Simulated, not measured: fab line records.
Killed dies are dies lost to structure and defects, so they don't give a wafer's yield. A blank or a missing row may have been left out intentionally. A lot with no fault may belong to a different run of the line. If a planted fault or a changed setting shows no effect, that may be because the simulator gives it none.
Which tool did it? | flow sky130 | 11 lots, 33 wafers sampled, at 3 steps of a route of 708

== WHAT THE GAUGES SHOWED, per wafer ==
SKY_SD_N_CD_MEAS_07 targets a cd of 380 nm.
lot  | measured     | on       | cdNm (nm)
L535 | day 28 06:57 | cdSem-02 | 380.5 381.4 380.1
L536 | day 28 17:10 | cdSem-01 | 382.3 381.2 381.8
L537 | day 29 05:58 | cdSem-02 | 377.3 376.2 376.4
L538 | day 29 17:12 | cdSem-02 | 374.1 375.5 377.0
L539 | day 29 17:45 | cdSem-01 | 379.5 383.1 381.9
L540 | day 30 06:43 | cdSem-02 | 382.2 382.5 381.2
L541 | day 30 17:29 | cdSem-02 | 378.9 380.8 378.6
L545 | day 32 00:22 | cdSem-02 | - - -
L548 | day 32 19:26 | cdSem-01 | 375.4 377.7 376.5
L555 | day 35 04:04 | cdSem-02 | 379.5 381.5 380.7
L556 | day 35 09:14 | cdSem-01 | 377.5 379.5 378.2

SKY_SD_N_TW_MEAS_12.
lot  | measured     | on           | SD_N_TW
L535 | day 28 07:30 | filmMetro-01 | 4036 4047 4017
L536 | day 28 17:42 | filmMetro-01 | 4068 4052 4034
L537 | day 29 06:31 | filmMetro-01 | 4016 3998 4014
L538 | day 29 17:44 | filmMetro-03 | 3942 3916 3940
L539 | day 29 18:19 | filmMetro-03 | 3922 3900 3910
L540 | day 30 07:16 | filmMetro-04 | 3956 3944 3938
L541 | day 30 18:02 | filmMetro-01 | 4044 4038 4060
L545 | day 32 00:55 | filmMetro-01 | 30 30 30
L548 | day 32 19:59 | filmMetro-01 | 4004 4016 3994
L555 | day 35 04:37 | filmMetro-04 | 3947 3963 3940
L556 | day 35 09:47 | filmMetro-03 | 3890 3887 3900

== WHAT TOOL EACH LOT RAN ON (gives the tool, then ch and the chambers of the sampled wafers, and finally the start) ==
lot  | SKY_SD_N_EXPOSE_04
L535 | ilineStepper-02 ch 0, day 27 17:44
L536 | ilineStepper-02 ch 0, day 28 02:43
L537 | ilineStepper-02 ch 0, day 28 16:49
L538 | ilineStepper-01 ch 0, day 29 03:18
L539 | ilineStepper-02 ch 0, day 29 03:32
L540 | ilineStepper-01 ch 0, day 29 17:05
L541 | ilineStepper-01 ch 0, day 30 04:06
L545 | ilineStepper-01 ch 0, day 31 11:12
L548 | ilineStepper-01 ch 0, day 32 06:32
L555 | ilineStepper-01 ch 0, day 34 14:59
L556 | ilineStepper-02 ch 0, day 34 20:21
- SKY_SD_N_EXPOSE_04: exposes mask NSDM, target cd 380 nm.

== AS READ BY THE TOOLS THEMSELVES (means over the sampled wafers that have a number; for cases with no such wafer, the mark the record gives instead) ==
The record holds no such reading with a usual standard deviation.

== THE ANSWER, worked out from the rows above alone ==
Rule: the lots themselves supply what counts as usual. Put in order of their means at a reading, lots are off if they are a third of the lots or fewer, leave a main group of 4 or more, and stand apart from it by a gap of 3 or more times the standard deviation of the main group's means; of several such gaps the widest counts. The tables above print the reading to a certain number of digits; a main group whose means all agree to those digits is not used. A lot without any number at a reading at which 4 lots or more have one is off too. Where the step has rows for the other lots, those lots are counted as sound. After the gauges, taken in route order, come the tools' own readings; for these a lot's mean is taken, as printed above. The first step at which some lot is off is used, and at that step the reading that is off furthest; a lot without a number counts as furthest.
Off: L545 (SKY_SD_N_CD_MEAS_07, cdNm). Without a number there: L545. The main group has a mean of 379.3 nm with a standard deviation of 2.3.
If a tool, at a process step before that reading, ran all the lots that are off and no sound lot after the first of them, it fits. Not tried: the gauges at SKY_SD_N_CD_MEAS_07; whatever is off there is also off at SKY_SD_N_TW_MEAS_12, on other tools, and gauge error can't account for it. No candidate that was tried fits.

== WHAT THE SIMULATOR HAD PUT IN ==
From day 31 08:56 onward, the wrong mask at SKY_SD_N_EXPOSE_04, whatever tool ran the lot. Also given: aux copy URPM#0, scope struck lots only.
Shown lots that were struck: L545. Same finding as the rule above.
